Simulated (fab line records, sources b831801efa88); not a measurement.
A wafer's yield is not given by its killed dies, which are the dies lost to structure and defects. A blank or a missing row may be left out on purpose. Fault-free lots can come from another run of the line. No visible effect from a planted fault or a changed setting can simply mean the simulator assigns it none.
A lot that was struck, set against a sound lot | flow sky130 | 16 out of 708 route steps
Sound: wafers L489.1, L489.2, L489.3. Struck: wafer L479.2. (L479.1, L479.6 of the same lot were not struck and are left out.) The cause comes at the end.
For every step that has rows: the tool of each side, followed by ch and its chambers, followed by its first start. Under that, the readings that differ: sound wafers | struck wafers | difference of the means | sigmas: that difference in standard deviations of wafers without a fault.
alike: same words and numbers on both sides, and readings whose means sit less than 2 such deviations apart. not compared: any withheld reading, any reading some wafer has no value for, any bound like >300 that may hide the same value, and any number with overlapping values for which the record gives no deviation.
Wherever a step has rows on one side only, a row that says differs or no value, or a row with sigmas, the two part there. Non-overlapping numbers with no deviation appear without sigmas and do not part them. Lack of a reading on every wafer of one side parts them only where that side has two or more wafers.

SKY_VIA3_BOW_MEAS_03:
  sound on filmMetro-04 at day 43 13:05; struck on filmMetro-03 at day 40 18:48
  alike: VIA3_BOW
then, 8 steps without rows for these wafers: SKY_VIA3_DEHYDRATE_04 (time 60 s); SKY_VIA3_HMDS_05 (prime time 60 s); SKY_VIA3_COAT_06 (resist thk 60 nm); SKY_VIA3_COAT_07 (resist thk 450 nm); SKY_VIA3_SOFTBAKE_08 (time 90 s); SKY_VIA3_EXPOSE_09 (exposes mask VIM3, target cd 200 nm); SKY_VIA3_PEB_10; SKY_VIA3_DEVELOP_11 (develop time 60 s).
SKY_VIA3_CD_MEAS_12: the cd target is 200 nm.
  sound on cdSem-02 at day 44 11:29; struck on cdSem-01 at day 41 18:50
  alike: cdNm
SKY_VIA3_OVL_MEAS_13:
  sound on overlay-01 at day 44 11:37; struck on overlay-01 at day 41 18:58
  alike: VIA3_OVL
SKY_VIA3_ETCH_14: etches BARC in N2/H2, stops on SiO2, time 45.9 s, target depth 60 nm.
  sound on rieDiel-03 ch 0,1,3, day 44 11:39; struck on rieDiel-04 ch 0, day 41 19:00
reading             | sound    | struck | difference | sigmas
rfHoursCounterH (h) | 15 22 12 | 10     | -6         | 
  alike: drypumpMotorCurrentA, n2FlowSccm, oesProductAu, runLengthS, throttleValvePct
SKY_VIA3_ETCH_15: etches SiO2 in C4F8/O2/Ar, stops on TiN, target depth 507 nm, time 78 s.
  sound on rieDiel-03 ch 0,1,3, day 44 11:41; struck on rieDiel-04 ch 0, day 41 19:02
reading                                    | sound             | struck | difference | sigmas
oesProductAu (a.u.)                        | 0.945 0.945 0.950 | 0.994  | +0.047     | +9
rfHoursCounterH (h)                        | 15 22 12          | 10     | -6         | 
runLengthS (s)                             | 106.1 106.8 106.7 | 83.4   | -23.1      | -48
model.etch.depthNm (nm)                    | 466.8 466.8 466.3 | 353.3  | -113.3     | 
model.VIA3.featureDepthNm (nm)             | 466.8 466.8 466.3 | 353.3  | -113.3     | 
model.KrF-thick_of_VIA3_COAT_07.thkNm (nm) | 292.8 295.6 294.3 | 320.8  | +26.6      | 
SKY_VIA3_STRIP_16: strips in O2/N2.
  sound on plasmaAsher-02 ch 0,1, day 44 11:45; struck on plasmaAsher-01 ch 1, day 41 19:06
reading                  | sound             | struck | difference | sigmas
oesProductAu (a.u.)      | 0.400 0.399 0.399 | 0.413  | +0.014     | +3
stripTimeToEndpointS (s) | 4.143 4.185 4.168 | 4.443  | +0.278     | +11
  alike: drypumpMotorCurrentA, n2FlowSccm
  not compared: rfHoursCounterH
then, 1 step without rows for these wafers: SKY_VIA3_STRIP_17 (strips in post etch residue remover, time 1200 s).
-- the record jumps here: 6 days lie between the struck wafers' starts before and after (it left off in module VIA3 and takes up again in module PAD_OPEN, whose first step shown is number 708 of the route) --
SKY_PAD_OPEN_PROBE_99:
  sound on prober-02 at day 49 16:49; struck on prober-01 at day 47 12:55
reading                 | sound          | struck                  | difference                   | sigmas
hold                    | - - -          | awaitDispo/5.0h/release | no value on the sound wafers | 
defectLimitedYield (%)  | 83.9 83.1 82.3 | 0                       | -83                          | -44
killed_at_M0_to_M3      | 37 49 39       | 440                     | +398                         | +55
killedDies              | 79 83 87       | 492                     | +409                         | +44
killedOnRim             | 11 11 12       | 96                      | +85                          | +20
sort_bin_5_function (%) | 10.2 10.6 10.0 | 91.5                    | +81.2                        | +54
sortNPass               | 413 409 405    | 0                       | -409                         | -44
sortYieldPct (%)        | 83.9 83.1 82.3 | 0                       | -83                          | -44
  alike: killed_at_M4_up, killedAtContacts, killedAtFrontEnd, killedAtOther, killedOpen, killedShort, sort_bin_3_pad_short, sort_bin_6_memory

== WHERE THEY PART ==
First at SKY_VIA3_ETCH_15; last, within this record, at SKY_PAD_OPEN_PROBE_99.

WHY: what the simulator had put in
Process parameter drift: rieDiel-04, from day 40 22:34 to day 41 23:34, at SKY_VIA3_ETCH_15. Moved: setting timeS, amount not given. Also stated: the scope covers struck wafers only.
